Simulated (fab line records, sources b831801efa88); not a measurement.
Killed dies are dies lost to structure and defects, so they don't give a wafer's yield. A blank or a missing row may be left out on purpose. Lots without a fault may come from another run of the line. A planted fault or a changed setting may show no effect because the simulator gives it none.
Which tool did it? | flow sky130 | 12 lots, 36 wafers sampled, at 5 steps of a route of 708

WHAT THE GAUGES READ, wafer by wafer
SKY_FIELD_ISO_BOW_MEAS_00. Usual: INCOMING_BOW 1 um, standard deviation 6.2.
lot  | measured    | on            | INCOMING_BOW (um) | flag
L980 | day 1 20:00 | film_metro-04 | 10 9 6            |
L981 | day 2 01:00 | film_metro-04 | 0 3 6             |
L982 | day 2 06:01 | film_metro-04 | 3 -5 3            |
L983 | day 2 11:02 | film_metro-04 | 3 7 -6            |
L984 | day 2 16:00 | film_metro-04 | -7 2 0            |
L985 | day 2 21:00 | film_metro-02 | -3 1 12           |
L986 | day 3 02:01 | film_metro-02 | 7 -2 -3           |
L987 | day 3 07:00 | film_metro-01 | 10 4 -5           |
L996 | day 5 04:02 | film_metro-02 | -11 2 1           |
L997 | day 5 09:01 | film_metro-02 | 15 5 -14          |
L998 | day 5 14:01 | film_metro-02 | -6 -1 -3          |
L101 | day 6 05:00 | film_metro-02 | 3 -3 -2           |

SKY_VT_ADJUST_LVTN_TW_MEAS_21. Usual: VT_ADJUST_LVTN_2_TW 188.0, standard deviation 1.4.
lot  | measured     | on            | VT_ADJUST_LVTN_2_TW                 | flag
L980 | day 8 11:59  | film_metro-03 | 186.9 187.4 186.5                   |
L981 | day 8 18:58  | film_metro-03 | 188.0 186.9 188.3                   |
L982 | day 8 22:35  | film_metro-03 | 187.1 186.8 187.4                   |
L983 | day 9 05:15  | film_metro-03 | 187.0 187.3 185.1                   |
L984 | day 9 10:46  | film_metro-03 | 186.3 186.2 185.6                   |
L985 | day 9 17:04  | film_metro-03 | 185.8 186.3 186.4                   |
L986 | day 10 08:29 | film_metro-02 | 166.4 165.6 166.6 165.6 165.7 166.7 | OFF
L987 | day 10 10:53 | film_metro-02 | 165.7 165.5 166.2 165.6 164.9 165.7 | OFF
L996 | day 12 23:33 | film_metro-03 | 186.9 187.3 185.8                   |
L997 | day 13 11:13 | film_metro-02 | 188.0 187.7 188.9                   |
L998 | day 13 14:55 | film_metro-04 | 188.3 188.7 189.4                   |
L101 | day 14 16:04 | film_metro-03 | 187.2 187.7 186.7                   |

SKY_SD_P_TW_MEAS_11. Usual: SD_P_TW 2831, standard deviation 13.
lot  | measured     | on            | SD_P_TW        | flag
L980 | day 26 21:55 | film_metro-03 | 2820 2827 2811 |
L981 | day 27 02:03 | film_metro-03 | 2836 2834 2843 |
L982 | day 27 06:38 | film_metro-04 | 2839 2834 2845 |
L983 | day 27 13:54 | film_metro-04 | 2842 2852 2839 |
L984 | day 27 22:59 | film_metro-01 | 2817 2829 2800 |
L985 | day 28 03:59 | film_metro-01 | 2817 2817 2827 |
L986 | day 29 01:47 | film_metro-03 | 2831 2834 2825 |
L987 | day 29 00:36 | film_metro-03 | 2832 2827 2821 |
L996 | day 31 15:33 | film_metro-04 | 2843 2845 2856 |
L997 | day 32 08:07 | film_metro-03 | 2842 2847 2834 |
L998 | day 32 15:05 | film_metro-04 | 2842 2835 2842 |
L101 | day 33 11:41 | film_metro-03 | 2822 2832 2818 |

WHICH TOOL RAN EACH LOT (tool, then ch and the chambers of the sampled wafers, then the start)
lot  | SKY_PWDE_STRIP_09                   | SKY_VT_ADJUST_LVTN_IMPLANT_19
L980 | plasma_asher-02 ch 0,1, day 4 09:52 | implanter-02 ch 0, day 8 11:43
L981 | plasma_asher-02 ch 0,1, day 4 15:45 | implanter-03 ch 0, day 8 18:43
L982 | plasma_asher-02 ch 0,1, day 4 18:45 | implanter-03 ch 0, day 8 22:21
L983 | plasma_asher-04 ch 0,1, day 5 00:23 | implanter-03 ch 0, day 9 05:02
L984 | plasma_asher-04 ch 0,1, day 5 06:00 | implanter-01 ch 0, day 9 10:31
L985 | plasma_asher-02 ch 0,1, day 5 10:31 | implanter-01 ch 0, day 9 16:49
L986 | plasma_asher-04 ch 0,1, day 5 20:55 | implanter-01 ch 0, day 10 08:15
L987 | plasma_asher-04 ch 0,1, day 6 00:48 | implanter-01 ch 0, day 10 10:38
L996 | plasma_asher-03 ch 0,1, day 8 02:14 | implanter-02 ch 0, day 12 23:20
L997 | plasma_asher-02 ch 0,1, day 8 08:49 | implanter-02 ch 0, day 13 10:59
L998 | plasma_asher-04 ch 0,1, day 8 15:13 | implanter-02 ch 0, day 13 14:41
L101 | plasma_asher-02 ch 0,1, day 9 09:58 | implanter-03 ch 0, day 14 15:49
- SKY_PWDE_STRIP_09: strips in O2/N2.
- SKY_VT_ADJUST_LVTN_IMPLANT_19

WHAT THE TOOLS THEMSELVES READ (means of the sampled wafers that have a number; where no wafer has one, the mark that the record gives instead)
SKY_PWDE_STRIP_09. Usual: drypump_motor_current_A 5.8 A, standard deviation 0.47; o2_flow_sccm 3000 sccm, standard deviation 8.6; oes_product_au 0.722 a.u., standard deviation 0.0041; strip_time_to_endpoint_s 36.93 s, standard deviation 0.1.
lot  | tool            | drypump_motor_current_A (A) | o2_flow_sccm (sccm) | oes_product_au (a.u.) | strip_time_to_endpoint_s (s) | flag
L980 | plasma_asher-02 | 5.4                         | 2999                | 0.722                 | 37.14                        |
L981 | plasma_asher-02 | 5.4                         | 2997                | 0.722                 | 36.97                        |
L982 | plasma_asher-02 | 5.4                         | 3007                | 0.725                 | 36.96                        |
L983 | plasma_asher-04 | 5.7                         | 2992                | 0.725                 | 37.03                        |
L984 | plasma_asher-04 | 5.7                         | 2993                | 0.725                 | 37.00                        |
L985 | plasma_asher-02 | 5.7                         | 3003                | 0.725                 | 36.89                        |
L986 | plasma_asher-04 | 5.6                         | 3008                | 0.720                 | 36.95                        |
L987 | plasma_asher-04 | 5.7                         | 3000                | 0.723                 | 36.80                        |
L996 | plasma_asher-03 | 6.4                         | 2994                | 0.723                 | 36.85                        |
L997 | plasma_asher-02 | 5.4                         | 3007                | 0.721                 | 36.83                        |
L998 | plasma_asher-04 | 5.5                         | 2992                | 0.722                 | 36.95                        |
L101 | plasma_asher-02 | 5.7                         | 3006                | 0.722                 | 37.06                        |

SKY_VT_ADJUST_LVTN_IMPLANT_19. Usual: dose_ions_cm2 6.5e+11, standard deviation 7.2e+08; faraday_current_uA 3.67, standard deviation 0.075.
lot  | tool         | dose_ions_cm2 | faraday_current_uA | flag
L980 | implanter-02 | 6.5e+11       | 3.59               |
L981 | implanter-03 | 6.5e+11       | 3.60               |
L982 | implanter-03 | 6.5e+11       | 3.67               |
L983 | implanter-03 | 6.5e+11       | 3.66               |
L984 | implanter-01 | 6.5e+11       | 3.69               |
L985 | implanter-01 | 6.5e+11       | 3.68               |
L986 | implanter-01 | 4.0e+11       | 2.28               | OFF
L987 | implanter-01 | 4.0e+11       | 2.24               | OFF
L996 | implanter-02 | 6.5e+11       | 3.71               |
L997 | implanter-02 | 6.5e+11       | 3.72               |
L998 | implanter-02 | 6.5e+11       | 3.68               |
L101 | implanter-03 | 6.5e+11       | 3.65               |

THE ANSWER, worked out from the rows above alone
Rule: a lot is off if the mean of its wafers that have a number lies more than 3 standard deviations from the usual mean. A lot without any number at a reading at which 4 lots or more have one is off too. The other lots that the step has rows for count as sound. The gauges are gone through in route order, then the tools' own readings, and for those a lot's mean is taken as printed above. The first step at which some lot is off is used, and at that step the reading that is off furthest; a lot without a number counts as furthest.
Off: L986, L987, at SKY_VT_ADJUST_LVTN_TW_MEAS_21 (VT_ADJUST_LVTN_2_TW).
A tool fits if, at a process step before that reading, it ran every lot that is off, and no sound lot after the first of them. The gauges at SKY_VT_ADJUST_LVTN_TW_MEAS_21 aren't tried: what is off there is off at SKY_VT_ADJUST_LVTN_IMPLANT_19 too, on other tools, and a gauge's error can't cause that. One fits: implanter-01 at SKY_VT_ADJUST_LVTN_IMPLANT_19. Its last sound lot is L985 (day 9 16:49), its first lot that is off L986 (day 10 08:15): a fault that began between those two fits.
The tool's own readings at SKY_VT_ADJUST_LVTN_IMPLANT_19 bear it out: on the lots that are off they differ by more than 5 times the standard deviation of the sound lots' means. dose_ions_cm2 reads 4.0e+11 there against 6.5e+11 on the sound lots; faraday_current_uA reads 2.26 there against 3.67 on the sound lots.

WHAT THE SIMULATOR HAD PUT IN
Process parameter drift: implanter-01, from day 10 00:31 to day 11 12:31, at SKY_VT_ADJUST_LVTN_IMPLANT_19. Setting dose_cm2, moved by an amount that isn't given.
Lots struck among those shown: L986, L987. The rule above found the same.
